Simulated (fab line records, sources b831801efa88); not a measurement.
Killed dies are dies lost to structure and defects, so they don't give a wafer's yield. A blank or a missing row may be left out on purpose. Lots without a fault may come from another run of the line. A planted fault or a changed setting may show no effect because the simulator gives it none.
Which tool did it? | flow sky130 | 15 lots, 45 wafers sampled, at 3 steps of a route of 708

WHAT THE GAUGES READ, wafer by wafer
The record holds no reading of a measuring or inspecting step that can be judged against a usual standard deviation.

WHICH TOOL RAN EACH LOT (tool, then ch and the chambers of the sampled wafers, then the start)
lot  | SKY_CONTACT_CVD_00              | SKY_CONTACT_ETCH_18                           | SKY_PAD_OPEN_PROBE_99
L900 | pecvd-02 ch 0,1, day 31 00:05   | rie_diel-04 ch 1,2, day 46 03:14 or earlier   | prober-01, day 46 03:14
L901 | pecvd-03 ch 0,2, day 31 02:46   | rie_diel-03 ch 0,1,2, day 46 05:26 or earlier | prober-02, day 46 05:26
L902 | pecvd-01 ch 0,2, day 31 07:04   | rie_diel-03 ch 0,2,3, day 46 09:37 or earlier | prober-01, day 46 09:37
L903 | pecvd-01 ch 0,1,2, day 31 16:47 | rie_diel-04 ch 0,1, day 46 17:53 or earlier   | prober-02, day 46 17:53
L905 | pecvd-02 ch 0,1,2, day 33 17:32 | rie_diel-04 ch 0,1, day 48 05:56 or earlier   | prober-02, day 48 05:56
L906 | pecvd-03 ch 0,1,2, day 33 18:52 | rie_diel-01 ch 0,1,2, day 48 08:12 or earlier | prober-02, day 48 08:12
L908 | pecvd-01 ch 0,2, day 33 19:20   | rie_diel-04 ch 1,3, day 48 06:25 or earlier   | prober-01, day 48 06:25
L909 | pecvd-01 ch 0,1, day 34 04:19   | rie_diel-04 ch 1,3, day 48 14:14 or earlier   | prober-02, day 48 14:14
L912 | pecvd-02 ch 0,1, day 34 14:33   | rie_diel-01 ch 0,1,3, day 48 18:59 or earlier | prober-02, day 48 18:59
L911 | pecvd-01 ch 0,1, day 34 15:25   | rie_diel-03 ch 0,1, day 48 20:53 or earlier   | prober-01, day 48 20:53
L913 | pecvd-02 ch 0,1,2, day 35 03:55 | rie_diel-04 ch 0,1, day 49 05:40 or earlier   | prober-02, day 49 05:40
L914 | pecvd-02 ch 0,1, day 35 11:25   | rie_diel-03 ch 0,1,2, day 49 09:31 or earlier | prober-01, day 49 09:31
L919 | pecvd-02 ch 0,1, day 37 14:14   | rie_diel-04 ch 0,3, day 50 20:56 or earlier   | prober-01, day 50 20:56
L920 | pecvd-02 ch 0,2, day 37 15:26   | rie_diel-01 ch 0,2, day 50 20:58 or earlier   | prober-02, day 50 20:58
L921 | pecvd-03 ch 0,1, day 37 16:16   | rie_diel-03 ch 0,1,2, day 50 22:21 or earlier | prober-02, day 50 22:21
- SKY_CONTACT_CVD_00: deposits Si3N4, target thk 75 nm.
- SKY_CONTACT_ETCH_18: etches Si3N4 in CHF3/O2, stops on TiN, time 39 s, target depth 75 nm.
- SKY_PAD_OPEN_PROBE_99

WHAT THE TOOLS THEMSELVES READ (means of the sampled wafers that have a number; where no wafer has one, the mark that the record gives instead)
SKY_CONTACT_CVD_00. Usual: heater_power_outer_w 406 W, standard deviation 73; heater_power_w 687 W, standard deviation 97.
lot  | tool     | heater_power_outer_w (W) | heater_power_w (W) | flag
L900 | pecvd-02 | 392                      | 687                |
L901 | pecvd-03 | 466                      | 835                |
L902 | pecvd-01 | 445                      | 732                |
L903 | pecvd-01 | 392                      | 646                |
L905 | pecvd-02 | 360                      | 648                |
L906 | pecvd-03 | 442                      | 760                |
L908 | pecvd-01 | 484                      | 769                |
L909 | pecvd-01 | 386                      | 627                |
L912 | pecvd-02 | -                        | -                  | OFF
L911 | pecvd-01 | -                        | -                  | OFF
L913 | pecvd-02 | -                        | -                  | OFF
L914 | pecvd-02 | 360                      | 618                |
L919 | pecvd-02 | 327                      | 596                |
L920 | pecvd-02 | 347                      | 616                |
L921 | pecvd-03 | 348                      | 659                |

SKY_CONTACT_ETCH_18. Usual: chamber_pressure_mTorr 39.99 mTorr, standard deviation 0.04; drypump_motor_current_A 5.5 A, standard deviation 0.48; oes_product_au 0.850 a.u., standard deviation 0.0085; throttle_valve_pct 8.792 %, standard deviation 0.0088.
lot  | tool        | chamber_pressure_mTorr (mTorr) | drypump_motor_current_A (A) | oes_product_au (a.u.) | throttle_valve_pct (%) | flag
L900 | rie_diel-04 | 39.97                          | 6.0                         | 0.846                 | 8.787                  |
L901 | rie_diel-03 | 39.98                          | 5.2                         | 0.850                 | 8.796                  |
L902 | rie_diel-03 | 40.01                          | 5.5                         | 0.851                 | 8.792                  |
L903 | rie_diel-04 | 40.00                          | 5.1                         | 0.852                 | 8.787                  |
L905 | rie_diel-04 | 40.04                          | 5.1                         | 0.855                 | 8.796                  |
L906 | rie_diel-01 | 39.98                          | 5.6                         | 0.849                 | 8.798                  |
L908 | rie_diel-04 | 39.97                          | 5.4                         | 0.865                 | 8.797                  |
L909 | rie_diel-04 | 40.01                          | 5.3                         | 0.851                 | 8.797                  |
L912 | rie_diel-01 | 40.01                          | 5.8                         | 0.376                 | 8.669                  | OFF
L911 | rie_diel-03 | 39.99                          | 5.1                         | 0.374                 | 8.674                  | OFF
L913 | rie_diel-04 | 40.01                          | 5.1                         | 0.373                 | 8.674                  | OFF
L914 | rie_diel-03 | 39.99                          | 5.2                         | 0.845                 | 8.790                  |
L919 | rie_diel-04 | 40.00                          | 5.0                         | 0.856                 | 8.794                  |
L920 | rie_diel-01 | 39.99                          | 5.6                         | 0.852                 | 8.792                  |
L921 | rie_diel-03 | 40.03                          | 5.2                         | 0.851                 | 8.797                  |

SKY_PAD_OPEN_PROBE_99. Usual: killed_at_M0_to_M3 44, standard deviation 7.1; killed_at_M4_up 3.1, standard deviation 1.8; killed_at_contacts 24, standard deviation 5.3; killed_at_front_end 15, standard deviation 4.5; killed_at_other 0.2, standard deviation 0.42; killed_dies 86, standard deviation 9.6; killed_on_rim 17, standard deviation 4; killed_open 46, standard deviation 6.9; killed_short 40, standard deviation 6.4.
lot  | tool      | killed_at_M0_to_M3 | killed_at_M4_up | killed_at_contacts | killed_at_front_end | killed_at_other | killed_dies | killed_on_rim | killed_open | killed_short | flag
L900 | prober-01 | 49                 | 3.7             | 22                 | 17                  | 0.3             | 92          | 16            | 54          | 38           |
L901 | prober-02 | 46                 | 5.7             | 24                 | 12                  | 0.0             | 89          | 18            | 52          | 37           |
L902 | prober-01 | 39                 | 4.0             | 23                 | 15                  | 0.3             | 81          | 16            | 43          | 38           |
L903 | prober-02 | 40                 | 3.7             | 26                 | 11                  | 0.0             | 82          | 15            | 42          | 40           |
L905 | prober-02 | 38                 | 2.7             | 24                 | 21                  | 0.3             | 86          | 16            | 48          | 38           |
L906 | prober-02 | 37                 | 4.3             | 23                 | 16                  | 0.3             | 80          | 15            | 43          | 37           |
L908 | prober-01 | 39                 | 3.7             | 21                 | 15                  | 0.0             | 79          | 13            | 43          | 36           |
L909 | prober-02 | 44                 | 5.0             | 26                 | 13                  | 0.0             | 88          | 18            | 48          | 41           |
L912 | prober-02 | 47                 | 2.7             | 22                 | 9                   | 0.3             | 81          | 18            | 43          | 38           |
L911 | prober-01 | 38                 | 2.3             | 16                 | 18                  | 0.0             | 74          | 15            | 43          | 31           |
L913 | prober-02 | 48                 | 3.0             | 19                 | 15                  | 0.7             | 85          | 15            | 40          | 45           |
L914 | prober-01 | 48                 | 5.3             | 22                 | 20                  | 0.3             | 95          | 19            | 47          | 48           |
L919 | prober-01 | 45                 | 4.7             | 26                 | 14                  | 0.0             | 90          | 22            | 49          | 41           |
L920 | prober-02 | 45                 | 2.7             | 20                 | 16                  | 0.0             | 84          | 20            | 45          | 39           |
L921 | prober-02 | 43                 | 3.0             | 27                 | 17                  | 0.3             | 91          | 18            | 47          | 44           |

THE ANSWER, worked out from the rows above alone
Rule: a lot is off if the mean of its wafers that have a number lies more than 3 standard deviations from the usual mean. A lot without any number at a reading at which 4 lots or more have one is off too. The other lots that the step has rows for count as sound. The gauges are gone through in route order, then the tools' own readings, and for those a lot's mean is taken as printed above. The first step at which some lot is off is used, and at that step the reading that is off furthest; a lot without a number counts as furthest.
Off: L912, L911, L913, at SKY_CONTACT_CVD_00 (heater_power_outer_w). Without a number there: L912, L911, L913.
A tool fits if, at that step or a process step before it, it ran every lot that is off, and no sound lot after the first of them. None of those tried fits.

WHAT THE SIMULATOR HAD PUT IN
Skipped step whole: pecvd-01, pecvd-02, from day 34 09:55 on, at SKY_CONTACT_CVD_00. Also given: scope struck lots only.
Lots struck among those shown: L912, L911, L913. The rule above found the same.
